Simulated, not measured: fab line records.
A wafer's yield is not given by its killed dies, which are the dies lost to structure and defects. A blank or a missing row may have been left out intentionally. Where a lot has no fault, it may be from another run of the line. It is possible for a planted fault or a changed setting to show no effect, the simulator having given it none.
Which tool did it? | flow gf180mcu | 24 lots with 72 wafers sampled at 3 steps, on a route of 602 steps

== WHAT THE GAUGES SHOWED, per wafer ==
GF_MIM_RS_MEAS_10: the measuring method here is four-point-probe.
lot  | measured     | on            | MIM_ALCU_RS (ohm/sq)
L074 | day 24 10:26 | film-metro-03 | 0.1599 0.1587 0.1597
L075 | day 24 20:41 | film-metro-04 | 0.1593 0.1605 0.1586
L076 | day 25 03:31 | film-metro-03 | 0.1613 0.1618 0.1624
L077 | day 25 11:40 | film-metro-04 | 0.1602 0.1612 0.1611
L078 | day 25 17:15 | film-metro-01 | 0.1623 0.1638 0.1614
L079 | day 25 18:38 | film-metro-01 | 0.1599 0.1609 0.1611
L080 | day 26 06:54 | film-metro-03 | 0.1569 0.1580 0.1566
L081 | day 26 14:31 | film-metro-01 | 0.1594 0.1632 0.1620
L082 | day 26 23:44 | film-metro-01 | 0.1623 0.1638 0.1645
L083 | day 27 11:50 | film-metro-01 | 0.1577 0.1578 0.1592
L084 | day 27 19:10 | film-metro-04 | 0.1587 0.1598 0.1610
L085 | day 28 02:14 | film-metro-03 | 0.1638 0.1651 0.1661
L086 | day 28 12:32 | film-metro-03 | 0.1598 0.1594 0.1597
L087 | day 28 17:52 | film-metro-03 | 0.1601 0.1608 0.1605
L088 | day 28 20:04 | film-metro-03 | 0.1615 0.1627 0.1616
L089 | day 29 04:26 | film-metro-01 | 0.1613 0.1618 0.1601
L090 | day 29 16:08 | film-metro-04 | 0.1602 0.1599 0.1608
L091 | day 29 17:52 | film-metro-01 | 0.1605 0.1607 0.1604
L092 | day 29 23:56 | film-metro-04 | 0.1568 0.1606 0.1589
L093 | day 30 07:01 | film-metro-03 | 0.1603 0.1604 0.1616
L094 | day 30 18:00 | film-metro-01 | 0.1600 0.1601 0.1592
L095 | day 31 11:18 | film-metro-03 | 0.1583 0.1593 0.1598
L096 | day 31 11:59 | film-metro-01 | 0.1626 0.1624 0.1614
L097 | day 31 22:24 | film-metro-01 | 0.1603 0.1611 0.1618

== TOOL THAT RAN EACH LOT (tool first, then ch and the chambers of the sampled wafers, then the start) ==
lot  | GF_V3_CMP_04                  | GF_MIM_SPUTTER_09
L074 | cmp-01 ch 0,1,3, day 21 08:18 | pvd-sputter-04, day 24 10:22
L075 | cmp-01 ch 0,2,3, day 21 19:44 | pvd-sputter-02, day 24 20:37
L076 | cmp-02 ch 0,1,3, day 22 02:54 | pvd-sputter-01, day 25 03:27
L077 | cmp-02 ch 0,3, day 22 11:44   | pvd-sputter-04, day 25 11:35
L078 | cmp-02 ch 0,1,3, day 22 17:51 | pvd-sputter-04, day 25 17:12
L079 | cmp-02 ch 0,1,2, day 22 20:59 | pvd-sputter-04, day 25 18:36
L080 | cmp-02 ch 1,2,3, day 23 09:26 | pvd-sputter-02, day 26 06:52
L081 | cmp-02 ch 1,2,3, day 23 16:35 | pvd-sputter-02, day 26 14:29
L082 | cmp-02 ch 1,2, day 24 01:18   | pvd-sputter-01, day 26 23:40
L083 | cmp-01 ch 1,2,3, day 24 16:23 | pvd-sputter-04, day 27 11:47
L084 | cmp-02 ch 0,1,2, day 24 23:24 | pvd-sputter-02, day 27 19:07
L085 | cmp-01 ch 0,3, day 25 06:27   | pvd-sputter-01, day 28 02:10
L086 | cmp-02 ch 1,2,3, day 25 17:13 | pvd-sputter-04, day 28 12:30
L087 | cmp-02 ch 0,1,3, day 25 23:43 | pvd-sputter-04, day 28 17:48
L088 | cmp-02 ch 0,2,3, day 26 02:11 | pvd-sputter-04, day 28 20:01
L089 | cmp-01 ch 0,2, day 26 11:11   | pvd-sputter-04, day 29 04:22
L090 | cmp-02 ch 0,1,3, day 27 00:23 | pvd-sputter-02, day 29 16:05
L091 | cmp-02 ch 0,1,3, day 27 01:30 | pvd-sputter-04, day 29 17:50
L092 | cmp-01 ch 0,2,3, day 27 09:08 | pvd-sputter-02, day 29 23:55
L093 | cmp-01 ch 1,2, day 27 15:47   | pvd-sputter-04, day 30 06:59
L094 | cmp-01 ch 1,3, day 28 03:56   | pvd-sputter-04, day 30 17:58
L095 | cmp-02 ch 1,2,3, day 28 23:02 | pvd-sputter-02, day 31 11:15
L096 | cmp-02 ch 0,2,3, day 29 00:34 | pvd-sputter-01, day 31 11:57
L097 | cmp-02 ch 0,1,3, day 29 11:32 | pvd-sputter-02, day 31 22:22
- GF_V3_CMP_04: polishes SiO2.
- GF_MIM_SPUTTER_09: material TiN, target thk 35 nm, time 29.2 s.

== WHAT THE TOOLS THEMSELVES READ (means of the sampled wafers that have a number; where no wafer has one, the mark that the record gives instead) ==
GF_V3_CMP_04.
lot  | tool   | edge-zone-pressure-frac | motor-current-A (A) | time-to-endpoint-s (s)
L074 | cmp-01 | 0.997                   | 12.0                | 81
L075 | cmp-01 | 0.997                   | 12.4                | 81
L076 | cmp-02 | 1.000                   | 12.2                | 73
L077 | cmp-02 | 1.001                   | 12.7                | 76
L078 | cmp-02 | 0.999                   | 12.0                | 77
L079 | cmp-02 | 0.998                   | 11.3                | 84
L080 | cmp-02 | 0.998                   | 12.1                | 77
L081 | cmp-02 | 0.992                   | 12.2                | 76
L082 | cmp-02 | 0.996                   | 11.3                | 75
L083 | cmp-01 | 0.997                   | 12.4                | 83
L084 | cmp-02 | 0.997                   | 11.1                | 84
L085 | cmp-01 | 0.995                   | 11.9                | 86
L086 | cmp-02 | 0.995                   | 12.2                | 83
L087 | cmp-02 | 1.000                   | 12.2                | 75
L088 | cmp-02 | 0.998                   | 12.8                | 88
L089 | cmp-01 | 0.995                   | 13.0                | 82
L090 | cmp-02 | 1.002                   | 11.9                | 78
L091 | cmp-02 | 0.999                   | 12.2                | 78
L092 | cmp-01 | 0.998                   | 12.4                | 82
L093 | cmp-01 | 0.998                   | 13.5                | 78
L094 | cmp-01 | 0.998                   | 12.1                | 88
L095 | cmp-02 | 1.002                   | 12.3                | 74
L096 | cmp-02 | 1.002                   | 12.7                | 86
L097 | cmp-02 | 1.003                   | 11.7                | 83

GF_MIM_SPUTTER_09.
lot  | tool           | throttle-valve-pct (%)
L074 | pvd-sputter-04 | 29.4
L075 | pvd-sputter-02 | 30.1
L076 | pvd-sputter-01 | 29.3
L077 | pvd-sputter-04 | 28.9
L078 | pvd-sputter-04 | 29.4
L079 | pvd-sputter-04 | 29.2
L080 | pvd-sputter-02 | 31.3
L081 | pvd-sputter-02 | 30.1
L082 | pvd-sputter-01 | 29.5
L083 | pvd-sputter-04 | 29.4
L084 | pvd-sputter-02 | 31.4
L085 | pvd-sputter-01 | 30.0
L086 | pvd-sputter-04 | 29.4
L087 | pvd-sputter-04 | 29.3
L088 | pvd-sputter-04 | 29.4
L089 | pvd-sputter-04 | 29.4
L090 | pvd-sputter-02 | 30.3
L091 | pvd-sputter-04 | 29.4
L092 | pvd-sputter-02 | 31.3
L093 | pvd-sputter-04 | 29.5
L094 | pvd-sputter-04 | 29.8
L095 | pvd-sputter-02 | 31.2
L096 | pvd-sputter-01 | 29.8
L097 | pvd-sputter-02 | 30.2

== THE ANSWER, worked out from the rows above alone ==
Rule: usual is defined by the lots themselves. Put in order of their means at a reading, lots are off if they are a third of the lots or fewer, leave a main group of 4 or more, and stand apart from it by a gap of 3 or more times the standard deviation of the main group's means; of several such gaps the widest counts. Not used: any main group whose means are identical at the precision the tables above print for the reading. Also off: a lot with no number at a reading for which 4 or more lots have one. The other lots that the step has rows for count as sound. After the gauges, taken in route order, come the tools' own readings; for these a lot's mean is taken, as printed above. At the first step where some lot is off, the reading lying furthest off is the one used; lots without a number count as furthest.
Nothing can be told from this: no lot is off at any reading shown.

== WHAT HAD BEEN PUT IN BY THE SIMULATOR ==
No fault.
